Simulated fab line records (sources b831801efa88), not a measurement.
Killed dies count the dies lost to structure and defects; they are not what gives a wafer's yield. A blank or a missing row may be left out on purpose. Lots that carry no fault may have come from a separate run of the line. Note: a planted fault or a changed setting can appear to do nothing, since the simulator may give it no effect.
One fault through the eyes of 2 desks    flow sky130    only its own numbers are on each desk; what lay behind them is given at the end

THE METROLOGY DESK
What the gauges read, lot by lot, whatever tool the lot ran on: means of the sampled wafers that have a number. The brackets show how far a lot's mean lies from the usual mean; more than 4 standard deviations puts the lot out of limits, marked OUT.
Columns: A = LOCAL_INTERCONNECT_TIN_RS at SKY_LOCAL_INTERCONNECT_RS_MEAS_01, usual 14.15 ohm/sq; B = LOCAL_INTERCONNECT_TIN_THK at SKY_LOCAL_INTERCONNECT_THK_MEAS_02, usual 100.5 nm
lot   first seen here  A      B
L202  day 28 20:20     14.02  100.6
L203  day 28 21:14     14.02  101.0
L204  day 29 02:53     14.22  100.5
L205  day 29 19:27     14.00  100.4
L206  day 30 01:59     14.14  101.1
L207  day 30 12:09     14.29  98.6
L208  day 30 16:42     14.28  100.2
L214  day 32 13:12     14.73  98.0
L216  day 32 22:39     14.90  96.6
L218  day 33 21:00     14.21  100.7
L222  day 35 06:16     13.93  101.2
L221  day 35 08:20     13.90  101.3
L224  day 35 19:54     14.33  99.8
L225  day 35 22:52     14.03  101.3
This desk found nothing out of limits on any of the 14 lots.

FOR THE TOOL OWNER'S DESK: pvd_sputter-04
The tool's own readings at SKY_LOCAL_INTERCONNECT_SPUTTER_00 (material TiN, target thk 100 nm, time 83.3 s): means of the sampled wafers that have a number, for each lot that ran on this tool. The brackets show how far a lot's mean lies from the usual mean; more than 4 standard deviations puts the lot out of limits, marked OUT.
Columns: A = throttle_valve_pct at SKY_LOCAL_INTERCONNECT_SPUTTER_00, usual 29.6 %
lot   first seen here  A
L203  day 28 21:10     29.3
L205  day 29 19:23     30.2
L214  day 32 13:08     30.6
L216  day 32 22:35     29.9
This desk found nothing out of limits on any of the 4 lots.

PUT TOGETHER
Nothing out of limits was seen by the metrology desk.
The tool owner's desk saw nothing out of limits.

WHAT THE SIMULATOR PUT IN
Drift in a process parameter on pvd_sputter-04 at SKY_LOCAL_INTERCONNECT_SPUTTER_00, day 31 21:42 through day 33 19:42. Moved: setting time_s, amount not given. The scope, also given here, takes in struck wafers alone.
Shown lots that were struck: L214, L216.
